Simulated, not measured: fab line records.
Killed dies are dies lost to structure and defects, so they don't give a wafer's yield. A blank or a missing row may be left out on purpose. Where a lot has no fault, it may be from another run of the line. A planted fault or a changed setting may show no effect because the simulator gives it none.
Which of the tools did it? + flow gf180mcu + route of 602 steps, sampled at 1 step: 7 lots, 21 wafers

## WHAT EACH GAUGE READ, for each wafer
GF_STI_THK_MEAS_24.
| lot  | measured    | on            | STI_CVD_23_THK (nm) |
|------|-------------|---------------|---------------------|
| L857 | day 2 10:11 | film-metro-01 | 656 645 650         |
| L863 | day 3 15:23 | film-metro-01 | 656 654 649         |
| L868 | day 4 20:19 | film-metro-03 | 647 641 647         |
| L873 | day 5 19:06 | film-metro-03 | 654 654 658         |
| L875 | day 6 07:42 | film-metro-02 | 649 653 651         |
| L877 | day 6 16:12 | film-metro-02 | 644 653 650         |
| L879 | day 7 02:59 | film-metro-03 | 659 654 655         |

## EACH LOT AND THE TOOL THAT RAN IT (in order: tool; ch and the chambers of the sampled wafers; start)
The record holds no process step before these readings.

## THE ANSWER, worked out from the rows above alone
Rule: usual is defined by the lots themselves. Put in order of their means at a reading, lots are off if they are a third of the lots or fewer, leave a main group of 4 or more, and stand apart from it by a gap of 3 or more times the standard deviation of the main group's means; of several such gaps the widest counts. Not used: any main group whose means are identical at the precision the tables above print for the reading. A lot without any number at a reading at which 4 lots or more have one is off too. The other lots that the step has rows for count as sound.
None of the lots is off at any reading shown; this tells nothing.

## WHAT THE SIMULATOR PUT IN
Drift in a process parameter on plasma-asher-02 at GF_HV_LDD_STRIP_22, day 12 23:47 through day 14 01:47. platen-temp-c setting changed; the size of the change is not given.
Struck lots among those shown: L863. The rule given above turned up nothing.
